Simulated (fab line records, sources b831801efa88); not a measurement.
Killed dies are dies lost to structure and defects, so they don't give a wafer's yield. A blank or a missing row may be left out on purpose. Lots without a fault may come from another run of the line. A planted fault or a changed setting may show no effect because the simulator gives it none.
Chamber matching | flow sky130 | SKY_CONTACT_ETCH_16 on rie_diel-02: 4 sister chambers
The step etches BARC in N2/H2, stops on SiO2, time 45.9 s, target depth 60 nm. 4 wafers are shown with their chamber, then 8 later ones without.

WAFERS WITH THEIR CHAMBER
wafer  | chamber | chamber_pressure_mTorr (mTorr)
L607.3 | 2       | 30.014
L613.1 | 0       | 30.017
L613.6 | 3       | 29.980
L616.2 | 1       | 29.991

WAFERS WITHOUT THEIR CHAMBER
wafer  | chamber_pressure_mTorr (mTorr)
L616.5 | 29.987
L616.6 | 30.002
L618.1 | 30.013
L618.2 | 29.949
L618.6 | 30.050
L619.1 | 29.994
L619.5 | 30.055
L619.6 | 29.996

WHICH CHAMBER EACH WENT THROUGH
wafer  | from the rows above               | in truth
L616.5 | can't be placed: 1 or 3 or 2 or 0 | 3
L616.6 | can't be placed: 1 or 2 or 0 or 3 | 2
L618.1 | can't be placed: 2 or 0 or 1 or 3 | 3
L618.2 | can't be placed: 3 or 1 or 2 or 0 | 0
L618.6 | can't be placed: 0 or 2 or 1 or 3 | 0
L619.1 | can't be placed: 1 or 3 or 2 or 0 | 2
L619.5 | can't be placed: 0 or 2 or 1 or 3 | 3
L619.6 | can't be placed: 1 or 3 or 2 or 0 | 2
Placed correctly: 0 of 8. Can't be placed from these rows: 8 (the true chamber is among the candidates in 8). Placed wrongly: 0.
How it was worked out, from the rows above alone: a wafer's distance from a chamber is the root of the sum, over the readings, of the square of ((its reading less the chamber's mean) divided by the reading's scatter). The wafer belongs to the nearest chamber; if the next one is less than 2 further off, it can't be placed. A chamber's mean is the mean of its shown wafers. The scatter: with one shown wafer a chamber, the root of the mean of the squares of how far each hidden wafer lies from its nearest shown one.
